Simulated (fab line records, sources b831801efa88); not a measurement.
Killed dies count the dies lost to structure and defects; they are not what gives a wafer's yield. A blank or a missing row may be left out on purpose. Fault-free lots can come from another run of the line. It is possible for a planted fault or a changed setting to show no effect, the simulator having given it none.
fab line records ; flow gf180mcu ; part 1 of 2: steps 1 to 34 of 47
record: lots: 5; wafers: 15; last_day: 34
route steps=602 shown MVPSD@79 VT_IMPLANT@90
lots with no fault: from the same line, run without faults
start_h: the number of hours between the record's first day and the start of the first shown wafer of the lot ; wait_h: hours elapsed since this lot's preceding step ; " unchanged from the row above ; L1.1+2: several wafers, shown together as one row ; - no value, or no start was given ; * or withheld: withheld ; < > ~ a bound
route shown NAME@n: names a module that has steps shown in the file, with the first one's number in the route ; usual: mean and standard deviation over wafers with no fault ; same: alike in all rows ; chamber/n: place in a boat ; sites: the reading at each site ; _std_site: their standard deviation ; _edge_site: outer sites' mean less inner sites' ; radius_mm: how far each site lies from the wafer's centre ; mask NAME#n: copy n ; behind: the last tool/chamber to shape the wafer ; hold: cause of the lot's hold/its duration in hours/its outcome ; device: the n, p or np transistor that did not switch ; end of line: the tests these same wafers got at the end of their route ; for a step that has no rows: nothing shown but its recipe ; killed: count of dies lost to structure and defects at first sort (not the wafer's yield) ; map: a wafer's dies, marking killed ones x, the rest . and places with no die _
set.NAME: setting as actually run; set.NAME@STEP: the setting as run at that earlier step ; model.NAME: the simulator's own value behind a step, which no gauge read
certain route steps with their lots: each step a table, each wafer a row
services: the hour from which a tool's chamber was out of use, counted from the record's first day as start_h (under 0 if before that day), plus the number of hours and why
== steps ==
step: GF_MVPSD_HMDS_01
recipe: prime_time_s: 60; prime_temp_c: 120
lot.wafer;tool;chamber;start_h;wait_h
L077.2+4+5;litho_track-04;0;110.97;0.1
L080.2+3+5;litho_track-03;0;124.53;0.1
L081.1+4+5;litho_track-04;0;129.59;0.1
L089.1+3+5;litho_track-03;0;179.41;0.1
L095.3+5+6;litho_track-01;0;210.23;0.1
step: GF_MVPSD_COAT_02
recipe: spin_rpm: 2000; resist_thk_nm: 3000
lot.wafer;tool;chamber;start_h;wait_h
L077.2+4+5;litho_track-04;0;111.12;0.1
L080.2+3+5;litho_track-03;0;124.68;0.1
L081.1+4+5;litho_track-04;0;129.74;0.1
L089.1+3+5;litho_track-03;0;179.56;0.1
L095.3+5+6;litho_track-01;0;210.38;0.1
step: GF_MVPSD_SOFTBAKE_03
recipe: temp_c: 110; time_s: withheld
lot.wafer;tool;chamber;start_h;wait_h
L077.2+4+5;litho_track-04;0;111.27;0.1
L080.2+3+5;litho_track-03;0;124.84;0.1
L081.1+4+5;litho_track-04;0;129.89;0.1
L089.1+3+5;litho_track-03;0;179.71;0.1
L095.3+5+6;litho_track-01;0;210.54;0.1
step: GF_MVPSD_EXPOSE_04
recipe: mask_id: MVPSD; target_cd_nm: 1000; na: 0.6; source_shape: conventional; sigma_outer: 0.6; dose_mj: 260
lot.wafer;tool;chamber;start_h;wait_h;mask
L077.2+4+5;iline_stepper-01;0;-;-;MVPSD#0
L080.2+3+5;iline_stepper-01;0;-;-;MVPSD#0
L081.1+4+5;iline_stepper-01;0;-;-;MVPSD#0
L089.1+3+5;iline_stepper-01;0;-;-;MVPSD#0
L095.3+5+6;iline_stepper-02;0;-;-;MVPSD#0
step: GF_MVPSD_PEB_05
recipe: temp_c: 115; time_s: withheld
lot.wafer;tool;chamber;start_h;wait_h
L077.2+4+5;litho_track-04;0;-;-
L080.2+3+5;litho_track-01;0;-;-
L081.1+4+5;litho_track-03;0;-;-
L089.1+3+5;litho_track-04;0;-;-
L095.3+5+6;litho_track-03;0;-;-
step: GF_MVPSD_DEVELOP_06
recipe: wall_angle_deg: 90; develop_time_s: 60; dev_temp_c: 22.08
lot.wafer;tool;chamber;start_h;wait_h
L077.2+4+5;litho_track-04;0;-;-
L080.2+3+5;litho_track-01;0;-;-
L081.1+4+5;litho_track-03;0;-;-
L089.1+3+5;litho_track-04;0;-;-
L095.3+5+6;litho_track-03;0;-;-
step: GF_MVPSD_OVL_MEAS_07
usual: MVPSD_OVL: -0.3/1.3
lot.wafer;tool;chamber;start_h;wait_h;MVPSD_OVL[nm]
L077.2;overlay-01;-;118.70;-;-0.8
L077.4;overlay-01;-;118.70;-;-1.2
L077.5;overlay-01;-;118.70;-;0.2
L080.2;overlay-01;-;131.98;-;-0.3
L080.3;overlay-01;-;131.98;-;1.8
L080.5;overlay-01;-;131.98;-;-0.2
L081.1;overlay-01;-;137.41;-;2.5
L081.4;overlay-01;-;137.41;-;1.4
L081.5;overlay-01;-;137.41;-;1.2
L089.1;overlay-01;-;187.69;-;-2.3
L089.3;overlay-01;-;187.69;-;-1.1
L089.5;overlay-01;-;187.69;-;-0.7
L095.3;overlay-01;-;220.17;-;-0.3
L095.5;overlay-01;-;220.17;-;-1.2
L095.6;overlay-01;-;220.17;-;0.7
step: GF_MVPSD_IMPLANT_08
recipe: species: B; energy_kev: 170; dose_cm2: 1.5e+13; tilt_deg: 0
usual: beam_on_s: 9.94/0.22; tilt_deg: -0.005/0.019
lot.wafer;tool;chamber;start_h;wait_h;beam_on_s;tilt_deg
L077.2;implanter-02;0;118.75;0.0;9.87;-0.037
L077.4;implanter-02;0;118.75;0.0;10.16;0.001
L077.5;implanter-02;0;118.75;0.0;10.05;0.024
L080.2;implanter-03;0;132.04;0.0;10.26;0.015
L080.3;implanter-03;0;132.04;0.0;10.09;-0.037
L080.5;implanter-03;0;132.04;0.0;9.86;-0.006
L081.1;implanter-03;0;137.44;0.0;10.01;0.011
L081.4;implanter-03;0;137.44;0.0;10.11;-0.004
L081.5;implanter-03;0;137.44;0.0;10.48;-0.032
L089.1;implanter-02;0;187.72;0.0;9.92;-0.022
L089.3;implanter-02;0;187.72;0.0;10.02;-0.026
L089.5;implanter-02;0;187.72;0.0;9.96;-0.029
L095.3;implanter-01;0;220.24;0.1;9.97;-0.011
L095.5;implanter-01;0;220.24;0.1;9.90;-0.028
L095.6;implanter-01;0;220.24;0.1;9.68;0.015
step: GF_MVPSD_IMPLANT_09
recipe: species: B; energy_kev: 40; dose_cm2: 5e+12; tilt_deg: 0
usual: beam_on_s: 9.96/0.19; tilt_deg: -0.001/0.019
lot.wafer;tool;chamber;start_h;wait_h;beam_on_s;tilt_deg
L077.2;implanter-02;0;118.90;0.1;10.18;0.007
L077.4;implanter-02;0;118.90;0.1;9.81;0.024
L077.5;implanter-02;0;118.90;0.1;9.90;0.009
L080.2;implanter-03;0;132.19;0.1;9.77;0.012
L080.3;implanter-03;0;132.19;0.1;10.16;0.003
L080.5;implanter-03;0;132.19;0.1;9.68;0.025
L081.1;implanter-03;0;137.59;0.1;10.08;0.011
L081.4;implanter-03;0;137.59;0.1;10.30;-0.033
L081.5;implanter-03;0;137.59;0.1;10.19;-0.008
L089.1;implanter-02;0;187.87;0.1;9.99;0.018
L089.3;implanter-02;0;187.87;0.1;9.99;0.006
L089.5;implanter-02;0;187.87;0.1;9.79;0.027
L095.3;implanter-01;0;220.39;0.1;9.81;0.019
L095.5;implanter-01;0;220.39;0.1;9.78;0.030
L095.6;implanter-01;0;220.39;0.1;10.27;0.025
step: GF_MVPSD_STRIP_10
recipe: chemistry: O2/N2; power_w: 1400; pressure_mtorr: 1500; platen_temp_c: 250; o2_flow_sccm: 3000; n2_flow_sccm: 300; overash_fraction: 0.5
usual: drypump_motor_current_A: 5.7/0.56; heater_power_w: 353/45; oes_product_au: 0.723/0.0046; strip_time_to_endpoint_s: 36.99/0.09
lot.wafer;tool;chamber;start_h;wait_h;drypump_motor_current_A;heater_power_w;oes_product_au;rf_hours_counter_h;strip_time_to_endpoint_s
L077.2;plasma_asher-03;0;119.03;0.1;5.5;442;0.728;45;36.87
L077.4;plasma_asher-03;0;119.03;0.1;5.5;436;0.722;-;37.06
L077.5;plasma_asher-03;1;119.03;0.1;6.3;309;0.724;-;37.09
L080.2;plasma_asher-04;0;132.31;0.1;6.2;323;0.724;36;37.03
L080.3;plasma_asher-04;0;132.31;0.1;6.2;322;0.725;-;37.12
L080.5;plasma_asher-04;1;132.31;0.1;4.7;336;0.718;-;37.08
L081.1;plasma_asher-03;0;137.74;0.1;5.5;443;0.720;47;37.02
L081.4;plasma_asher-03;0;137.74;0.1;5.5;430;0.718;-;36.93
L081.5;plasma_asher-03;1;137.74;0.1;6.3;307;0.720;-;37.09
L089.1;plasma_asher-04;0;188.02;0.1;6.2;337;0.725;42;37.05
L089.3;plasma_asher-04;0;188.02;0.1;6.2;323;0.724;-;37.00
L089.5;plasma_asher-04;1;188.02;0.1;4.6;339;0.719;-;37.01
L095.3;plasma_asher-01;1;220.53;0.1;6.1;333;0.722;-;36.83
L095.5;plasma_asher-01;0;220.53;0.1;5.6;380;0.717;-;36.86
L095.6;plasma_asher-01;1;220.53;0.1;6.1;333;0.720;-;36.93
step: GF_MVPSD_TW_MEAS_11
usual: MVPSD_TW: 554.9/2.1
lot.wafer;tool;chamber;start_h;wait_h;MVPSD_TW
L077.2;film_metro-03;-;119.14;0.1;558.1
L077.4;film_metro-03;-;119.14;0.1;555.6
L077.5;film_metro-03;-;119.14;0.1;558.2
L080.2;film_metro-04;-;132.42;0.1;555.9
L080.3;film_metro-04;-;132.42;0.1;553.1
L080.5;film_metro-04;-;132.42;0.1;554.7
L081.1;film_metro-04;-;137.84;0.1;554.0
L081.4;film_metro-04;-;137.84;0.1;557.1
L081.5;film_metro-04;-;137.84;0.1;553.0
L089.1;film_metro-04;-;188.22;0.2;552.4
L089.3;film_metro-04;-;188.22;0.2;551.7
L089.5;film_metro-04;-;188.22;0.2;555.1
L095.3;film_metro-01;-;220.61;0.1;555.6
L095.5;film_metro-01;-;220.61;0.1;555.5
L095.6;film_metro-01;-;220.61;0.1;556.1
step: GF_VT_IMPLANT_DEHYDRATE_00
recipe: temp_c: 200; time_s: 60
lot.wafer;tool;chamber;start_h;wait_h
L077.2+4+5;litho_track-02;0;125.92;6.8
L080.2+3+5;litho_track-02;0;138.87;6.4
L081.1+4+5;litho_track-03;0;145.46;7.6
L089.1+3+5;litho_track-02;0;193.50;5.3
L095.3+5+6;litho_track-03;0;228.61;8.0
step: GF_VT_IMPLANT_HMDS_01
recipe: prime_time_s: 60; prime_temp_c: 120
lot.wafer;tool;chamber;start_h;wait_h
L077.2+4+5;litho_track-02;0;126.07;0.1
L080.2+3+5;litho_track-02;0;139.02;0.1
L081.1+4+5;litho_track-03;0;145.61;0.1
L089.1+3+5;litho_track-02;0;193.65;0.1
L095.3+5+6;litho_track-03;0;228.76;0.1
step: GF_VT_IMPLANT_COAT_02
recipe: resist: NOVOLAK; spin_rpm: 3000; resist_thk_nm: 1000
lot.wafer;tool;chamber;start_h;wait_h
L077.2+4+5;litho_track-02;0;126.22;0.1
L080.2+3+5;litho_track-02;0;139.17;0.1
L081.1+4+5;litho_track-03;0;145.76;0.1
L089.1+3+5;litho_track-02;0;193.80;0.1
L095.3+5+6;litho_track-03;0;228.91;0.1
step: GF_VT_IMPLANT_SOFTBAKE_03
recipe: temp_c: 90; time_s: 60; resist: NOVOLAK
lot.wafer;tool;chamber;start_h;wait_h
L077.2+4+5;litho_track-02;0;126.37;0.1
L080.2+3+5;litho_track-02;0;139.32;0.1
L081.1+4+5;litho_track-03;0;145.91;0.1
L089.1+3+5;litho_track-02;0;193.95;0.1
L095.3+5+6;litho_track-03;0;229.06;0.1
step: GF_VT_IMPLANT_EXPOSE_04
recipe: mask_id: LVPWELL_LV_AREA; target_cd_nm: 600; na: 0.6; source_shape: conventional; sigma_outer: 0.6; dose_mj: 140
lot.wafer;tool;chamber;start_h;wait_h;mask
L077.2+4+5;iline_stepper-01;0;-;-;LVPWELL_LV_AREA#0
L080.2+3+5;iline_stepper-02;0;-;-;LVPWELL_LV_AREA#0
L081.1+4+5;iline_stepper-01;0;-;-;LVPWELL_LV_AREA#0
L089.1+3+5;iline_stepper-02;0;-;-;LVPWELL_LV_AREA#0
L095.3+5+6;iline_stepper-02;0;-;-;LVPWELL_LV_AREA#0
step: GF_VT_IMPLANT_PEB_05
recipe: temp_c: withheld; time_s: *; resist: NOVOLAK
lot.wafer;tool;chamber;start_h;wait_h
L077.2+4+5;litho_track-02;0;-;-
L080.2+3+5;litho_track-03;0;-;-
L081.1+4+5;litho_track-02;0;-;-
L089.1+3+5;litho_track-03;0;-;-
L095.3+5+6;litho_track-01;0;-;-
step: GF_VT_IMPLANT_DEVELOP_06
recipe: develop_time_s: 60; dev_temp_c: 23
lot.wafer;tool;chamber;start_h;wait_h
L077.2+4+5;litho_track-02;0;133.62;0.1
L080.2+3+5;litho_track-03;0;147.18;0.1
L081.1+4+5;litho_track-02;0;153.40;0.1
L089.1+3+5;litho_track-03;0;203.16;0.1
L095.3+5+6;litho_track-01;0;238.38;0.1
step: GF_VT_IMPLANT_OVL_MEAS_07
usual: VT_IMPLANT_OVL: -1.2/1.4
lot.wafer;tool;chamber;start_h;wait_h;VT_IMPLANT_OVL[nm]
L077.2;overlay-01;-;133.75;0.1;-4.2
L077.4;overlay-01;-;133.75;0.1;-3.2
L077.5;overlay-01;-;133.75;0.1;-2.6
L080.2;overlay-01;-;147.31;0.1;-0.3
L080.3;overlay-01;-;147.31;0.1;-1.2
L080.5;overlay-01;-;147.31;0.1;-0.3
L081.1;overlay-01;-;153.55;0.1;-0.8
L081.4;overlay-01;-;153.55;0.1;-1.4
L081.5;overlay-01;-;153.55;0.1;0.3
L089.1;overlay-01;-;203.31;0.1;-1.6
L089.3;overlay-01;-;203.31;0.1;-1.0
L089.5;overlay-01;-;203.31;0.1;-2.3
L095.3;overlay-01;-;238.49;0.1;0.8
L095.5;overlay-01;-;238.49;0.1;-0.6
L095.6;overlay-01;-;238.49;0.1;0.2
step: GF_VT_IMPLANT_IMPLANT_08
recipe: species: BF2; energy_kev: 20; dose_cm2: 8.29e+12; tilt_deg: 7
usual: beam_on_s: 10.05/0.21; tilt_deg: 6.999/0.022
lot.wafer;tool;chamber;start_h;wait_h;beam_on_s;tilt_deg
L077.2;implanter-04;0;133.81;0.0;9.90;7.025
L077.4;implanter-04;0;133.81;0.0;9.87;7.020
L077.5;implanter-04;0;133.81;0.0;10.01;6.998
L080.2;implanter-04;0;147.37;0.0;9.91;6.988
L080.3;implanter-04;0;147.37;0.0;9.76;6.990
L080.5;implanter-04;0;147.37;0.0;10.10;6.977
L081.1;implanter-04;0;153.58;0.0;9.85;6.979
L081.4;implanter-04;0;153.58;0.0;9.90;6.998
L081.5;implanter-04;0;153.58;0.0;10.20;7.006
L089.1;implanter-02;0;203.34;0.0;10.21;7.025
L089.3;implanter-02;0;203.34;0.0;10.20;6.958
L089.5;implanter-02;0;203.34;0.0;9.96;6.988
L095.3;implanter-01;0;238.56;0.1;10.14;6.940
L095.5;implanter-01;0;238.56;0.1;10.04;6.981
L095.6;implanter-01;0;238.56;0.1;9.97;6.974
step: GF_VT_IMPLANT_STRIP_09
recipe: chemistry: O2/N2; power_w: 1400; pressure_mtorr: 1500; platen_temp_c: 250; o2_flow_sccm: 3000; n2_flow_sccm: 300; overash_fraction: 0.5
usual: drypump_motor_current_A: 5.9/0.55; heater_power_w: 375/49; oes_product_au: 0.716/0.0043; strip_time_to_endpoint_s: 12.66/0.035
lot.wafer;tool;chamber;start_h;wait_h;drypump_motor_current_A;heater_power_w;oes_product_au;rf_hours_counter_h;strip_time_to_endpoint_s
L077.2;plasma_asher-02;1;133.93;0.1;6.2;457;0.716;2;12.63
L077.4;plasma_asher-02;0;133.93;0.1;6.3;362;0.718;-;12.64
L077.5;plasma_asher-02;0;133.93;0.1;6.3;371;0.716;-;12.67
L080.2;plasma_asher-04;1;147.49;0.1;4.7;341;0.713;38;12.69
L080.3;plasma_asher-04;0;147.49;0.1;6.2;322;0.708;-;12.72
L080.5;plasma_asher-04;1;147.49;0.1;4.7;345;0.712;-;12.73
L081.1;plasma_asher-02;1;153.73;0.1;6.2;472;0.716;4;12.61
L081.4;plasma_asher-02;1;153.73;0.1;6.2;459;0.720;-;12.62
L081.5;plasma_asher-02;1;153.73;0.1;6.3;457;0.709;-;12.60
L089.1;plasma_asher-04;0;203.49;0.1;6.2;317;0.717;43;12.65
L089.3;plasma_asher-04;0;203.49;0.1;6.2;323;0.724;-;12.62
L089.5;plasma_asher-04;0;203.49;0.1;6.2;333;0.723;-;12.65
L095.3;plasma_asher-02;0;238.70;0.1;6.3;374;0.713;-;12.70
L095.5;plasma_asher-02;0;238.70;0.1;6.3;371;0.718;-;12.68
L095.6;plasma_asher-02;1;238.70;0.1;6.2;452;0.712;-;12.69
step: GF_VT_IMPLANT_TW_MEAS_10
usual: VT_IMPLANT_TW: 564.3/2.5
lot.wafer;tool;chamber;start_h;wait_h;VT_IMPLANT_TW
L077.2;film_metro-02;-;134.04;0.1;566.4
L077.4;film_metro-02;-;134.04;0.1;567.9
L077.5;film_metro-02;-;134.04;0.1;566.2
L080.2;film_metro-02;-;147.60;0.1;561.3
L080.3;film_metro-02;-;147.60;0.1;563.3
L080.5;film_metro-02;-;147.60;0.1;563.0
L081.1;film_metro-02;-;153.83;0.1;564.1
L081.4;film_metro-02;-;153.83;0.1;564.3
L081.5;film_metro-02;-;153.83;0.1;564.0
L089.1;film_metro-04;-;203.59;0.1;565.3
L089.3;film_metro-04;-;203.59;0.1;562.6
L089.5;film_metro-04;-;203.59;0.1;564.2
L095.3;film_metro-02;-;238.78;0.1;561.2
L095.5;film_metro-02;-;238.78;0.1;562.2
L095.6;film_metro-02;-;238.78;0.1;563.9
step: GF_VT_IMPLANT_DEHYDRATE_11
recipe: temp_c: 200; time_s: 60
lot.wafer;tool;chamber;start_h;wait_h
L077.2+4+5;litho_track-01;0;140.90;6.8
L080.2+3+5;litho_track-01;0;154.15;6.5
L081.1+4+5;litho_track-03;0;161.51;7.7
L089.1+3+5;litho_track-01;0;210.68;7.1
L095.3+5+6;litho_track-01;0;247.13;8.3
step: GF_VT_IMPLANT_HMDS_12
recipe: prime_time_s: 60; prime_temp_c: 120
lot.wafer;tool;chamber;start_h;wait_h
L077.2+4+5;litho_track-01;0;141.05;0.1
L080.2+3+5;litho_track-01;0;154.30;0.1
L081.1+4+5;litho_track-03;0;161.66;0.1
L089.1+3+5;litho_track-01;0;210.83;0.1
L095.3+5+6;litho_track-01;0;247.28;0.1
step: GF_VT_IMPLANT_COAT_13
recipe: resist: NOVOLAK; spin_rpm: 3000; resist_thk_nm: 1000
lot.wafer;tool;chamber;start_h;wait_h
L077.2+4+5;litho_track-01;0;141.20;0.1
L080.2+3+5;litho_track-01;0;154.45;0.1
L081.1+4+5;litho_track-03;0;161.81;0.1
L089.1+3+5;litho_track-01;0;210.98;0.1
L095.3+5+6;litho_track-01;0;247.43;0.1
step: GF_VT_IMPLANT_SOFTBAKE_14
recipe: temp_c: 90; time_s: 60; resist: NOVOLAK
lot.wafer;tool;chamber;start_h;wait_h
L077.2+4+5;litho_track-01;0;141.35;0.1
L080.2+3+5;litho_track-01;0;154.60;0.1
L081.1+4+5;litho_track-03;0;161.96;0.1
L089.1+3+5;litho_track-01;0;211.13;0.1
L095.3+5+6;litho_track-01;0;247.58;0.1
step: GF_VT_IMPLANT_EXPOSE_15
recipe: mask_id: Nwell_LV_AREA; target_cd_nm: 860; na: 0.6; source_shape: conventional; sigma_outer: 0.6; dose_mj: 140
lot.wafer;tool;chamber;start_h;wait_h;mask
L077.2+4+5;iline_stepper-02;0;-;-;Nwell_LV_AREA#0
L080.2+3+5;iline_stepper-01;0;-;-;Nwell_LV_AREA#0
L081.1+4+5;iline_stepper-01;0;-;-;Nwell_LV_AREA#0
L089.1+3+5;iline_stepper-01;0;-;-;Nwell_LV_AREA#0
L095.3+5+6;iline_stepper-02;0;-;-;Nwell_LV_AREA#0
step: GF_VT_IMPLANT_PEB_16
recipe: temp_c: withheld; time_s: *; resist: NOVOLAK
lot.wafer;tool;chamber;start_h;wait_h
L077.2+4+5;litho_track-03;0;-;-
L080.2+3+5;litho_track-03;0;-;-
L081.1+4+5;litho_track-03;0;-;-
L089.1+3+5;litho_track-03;0;-;-
L095.3+5+6;litho_track-01;0;-;-
step: GF_VT_IMPLANT_DEVELOP_17
recipe: develop_time_s: 60; dev_temp_c: 23
lot.wafer;tool;chamber;start_h;wait_h
L077.2+4+5;litho_track-03;0;148.98;0.1
L080.2+3+5;litho_track-03;0;162.88;0.1
L081.1+4+5;litho_track-03;0;169.81;0.1
L089.1+3+5;litho_track-03;0;220.61;0.1
L095.3+5+6;litho_track-01;0;256.03;0.1
step: GF_VT_IMPLANT_OVL_MEAS_18
usual: VT_IMPLANT_01_OVL: -0.8/1.4
lot.wafer;tool;chamber;start_h;wait_h;VT_IMPLANT_01_OVL[nm]
L077.2;overlay-01;-;149.11;0.1;-1.6
L077.4;overlay-01;-;149.11;0.1;-0.1
L077.5;overlay-01;-;149.11;0.1;-0.8
L080.2;overlay-01;-;163.01;0.1;-1.9
L080.3;overlay-01;-;163.01;0.1;-0.8
L080.5;overlay-01;-;163.01;0.1;-1.4
L081.1;overlay-01;-;169.96;0.1;0.0
L081.4;overlay-01;-;169.96;0.1;-0.9
L081.5;overlay-01;-;169.96;0.1;-1.4
L089.1;overlay-01;-;220.76;0.1;-2.0
L089.3;overlay-01;-;220.76;0.1;-2.5
L089.5;overlay-01;-;220.76;0.1;-1.5
L095.3;overlay-01;-;256.14;0.1;-1.2
L095.5;overlay-01;-;256.14;0.1;-1.0
L095.6;overlay-01;-;256.14;0.1;-0.1
step: GF_VT_IMPLANT_IMPLANT_19
recipe: species: As; energy_kev: 100; dose_cm2: 4.35e+12; tilt_deg: 7
usual: beam_on_s: 10.00/0.21; tilt_deg: 7.000/0.017
lot.wafer;tool;chamber;start_h;wait_h;beam_on_s;tilt_deg
L077.2;implanter-04;0;149.17;0.0;10.11;6.977
L077.4;implanter-04;0;149.17;0.0;10.04;7.003
L077.5;implanter-04;0;149.17;0.0;10.19;7.011
L080.2;implanter-04;0;163.07;0.0;10.08;6.985
L080.3;implanter-04;0;163.07;0.0;10.35;7.002
L080.5;implanter-04;0;163.07;0.0;9.94;6.992
L081.1;implanter-04;0;169.99;0.0;9.97;6.968
L081.4;implanter-04;0;169.99;0.0;10.05;7.025
L081.5;implanter-04;0;169.99;0.0;9.97;6.991
L089.1;implanter-01;0;220.79;0.0;10.21;6.975
L089.3;implanter-01;0;220.79;0.0;9.91;6.994
L089.5;implanter-01;0;220.79;0.0;9.75;6.974
L095.3;implanter-01;0;256.21;0.1;10.16;7.013
L095.5;implanter-01;0;256.21;0.1;9.92;7.006
L095.6;implanter-01;0;256.21;0.1;9.95;6.992
step: GF_VT_IMPLANT_STRIP_20
recipe: chemistry: O2/N2; power_w: 1400; pressure_mtorr: 1500; platen_temp_c: 250; o2_flow_sccm: 3000; n2_flow_sccm: 300; overash_fraction: 0.5
usual: drypump_motor_current_A: 5.8/0.62; heater_power_w: 363/44; oes_product_au: 0.716/0.004; strip_time_to_endpoint_s: 12.65/0.036
lot.wafer;tool;chamber;start_h;wait_h;drypump_motor_current_A;heater_power_w;oes_product_au;rf_hours_counter_h;strip_time_to_endpoint_s
L077.2;plasma_asher-01;1;149.29;0.1;6.1;334;0.720;51;12.67
L077.4;plasma_asher-01;1;149.29;0.1;6.0;327;0.712;-;12.65
L077.5;plasma_asher-01;1;149.29;0.1;6.1;331;0.723;-;12.65
L080.2;plasma_asher-04;1;163.19;0.1;4.6;330;0.720;39;12.64
L080.3;plasma_asher-04;0;163.19;0.1;6.2;324;0.720;-;12.70
L080.5;plasma_asher-04;0;163.19;0.1;6.2;334;0.717;-;12.76
L081.1;plasma_asher-04;0;170.14;0.1;6.2;319;0.716;40;12.78
L081.4;plasma_asher-04;0;170.14;0.1;6.2;322;0.714;-;12.73
L081.5;plasma_asher-04;0;170.14;0.1;6.2;321;0.711;-;12.74
L089.1;plasma_asher-04;1;220.94;0.1;4.7;338;0.721;45;12.62
L089.3;plasma_asher-04;0;220.94;0.1;6.2;326;0.710;-;12.70
L089.5;plasma_asher-04;0;220.94;0.1;6.2;332;0.725;-;12.64
L095.3;plasma_asher-04;0;256.34;0.1;6.2;319;0.714;-;12.61
L095.5;plasma_asher-04;0;256.34;0.1;6.2;320;0.711;-;12.64
L095.6;plasma_asher-04;1;256.34;0.1;4.6;337;0.712;-;12.63
step: GF_VT_IMPLANT_TW_MEAS_21
usual: VT_IMPLANT_2_TW: 1217/5.6
lot.wafer;tool;chamber;start_h;wait_h;VT_IMPLANT_2_TW
L077.2;film_metro-02;-;149.40;0.1;1222
L077.4;film_metro-02;-;149.40;0.1;1224
L077.5;film_metro-02;-;149.40;0.1;1217
L080.2;film_metro-02;-;163.30;0.1;1224
L080.3;film_metro-02;-;163.30;0.1;1220
L080.5;film_metro-02;-;163.30;0.1;1224
L081.1;film_metro-02;-;170.24;0.1;1224
L081.4;film_metro-02;-;170.24;0.1;1214
L081.5;film_metro-02;-;170.24;0.1;1216
L089.1;film_metro-04;-;221.04;0.1;1209
L089.3;film_metro-04;-;221.04;0.1;1216
L089.5;film_metro-04;-;221.04;0.1;1210
L095.3;film_metro-02;-;256.43;0.1;1218
L095.5;film_metro-02;-;256.43;0.1;1222
L095.6;film_metro-02;-;256.43;0.1;1218
step: GF_VT_IMPLANT_DEHYDRATE_22
recipe: temp_c: 200; time_s: 60
lot.wafer;tool;chamber;start_h;wait_h
L077.2+4+5;litho_track-02;0;156.42;7.0
L080.2+3+5;litho_track-01;0;170.55;7.2
L081.1+4+5;litho_track-03;0;178.06;7.8
L089.1+3+5;litho_track-03;0;229.16;8.1
L095.3+5+6;litho_track-02;0;266.24;9.8
